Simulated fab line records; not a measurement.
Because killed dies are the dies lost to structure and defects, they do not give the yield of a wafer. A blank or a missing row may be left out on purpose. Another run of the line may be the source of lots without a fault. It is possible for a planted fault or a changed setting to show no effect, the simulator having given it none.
Problem report, 8D (eight disciplines) form, completed by code ; flow gf180mcu ; the parts of the form that need people (team, actions taken, sign-off) are left out

== 1. WHAT WENT WRONG ==
Mean M3_OVL at GF_M3_OVL_MEAS_15: 42 nm over 6 wafers in 2 lots; fault-free wafers: -2 nm, standard deviation 6.1. That is +7.3 standard deviations from the usual mean.
Seen first at day 28 03:29 on overlay-01, wafer L463.1. The record has a number at this step for 39 wafers belonging to 13 lots. The rule behind "out" and "out of limits": a value lying over 4 standard deviations away from the usual mean. Any other wafer with a number is counted as sound.

== 2. WHAT IT IS, WHAT IT ISN'T ==
question;is;is not
which readings at this step;M3_OVL;-
which lots;L463, L466;L443, L445, L447, L448, L450, L453, L454, L458, L459, L461, L464
which wafers of those lots;all that have a number;-
read on which gauges;overlay-01;overlay-02
when;from day 28 03:29;"up to then (30 sound wafers); but 3 sound wafers of L464 came after"

== 3. WHAT RULES OUT EACH SUSPECT ==
Counting: a tool stays on the suspect list if, at a process step up to the reading, it processed all lots that are out and no sound lot following the first of them.
- the gauge at GF_M3_OVL_MEAS_15: kept. All the wafers that are out were read on overlay-01, and no step on other tools shows them out.
- krf-scanner-01 at GF_M3_EXPOSE_11 (exposes mask Metal3, target cd 280 nm): kept. It ran every lot that is out, first L463 (day 27 17:44), and no sound lot after that; its last sound lot up to then is L461 (day 27 04:05).
Left after counting: krf-scanner-01 at GF_M3_EXPOSE_11, overlay-01 at GF_M3_OVL_MEAS_15.

== 4. THE CAUSE (what the simulator had put in) ==
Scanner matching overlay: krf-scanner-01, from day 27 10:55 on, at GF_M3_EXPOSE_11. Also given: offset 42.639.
Of the 2 suspects that counting leaves, this tool is one.

== 5. THE CHAIN OF EFFECTS, in route order ==
One row per reading whose mean, taken over the struck wafers that have a number, lies over 3 standard deviations from the usual. Readings are gone through only where the record gives a usual standard deviation; hours: the median, over the lots, of the time from a lot's start at the first step in this table giving one to that lot's start at this step; sigmas: the change measured in usual standard deviations.
hours;step;reading;usual;on struck wafers;change;sigmas
0;GF_M3_OVL_MEAS_15;M3_OVL;-2 nm;42;+44;+7.3

== 6. WHAT WOULD HAVE CAUGHT IT SOONER ==
Counted from the fault's start at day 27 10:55, it took 17 hours until the first out-of-limits reading at a measuring or inspecting step in this record, taken at day 28 03:29.
L466, from the lots that are out (2), started GF_M3_EXPOSE_11 on krf-scanner-01 later than day 28 03:29. A hold on the tool at that time would have spared it.
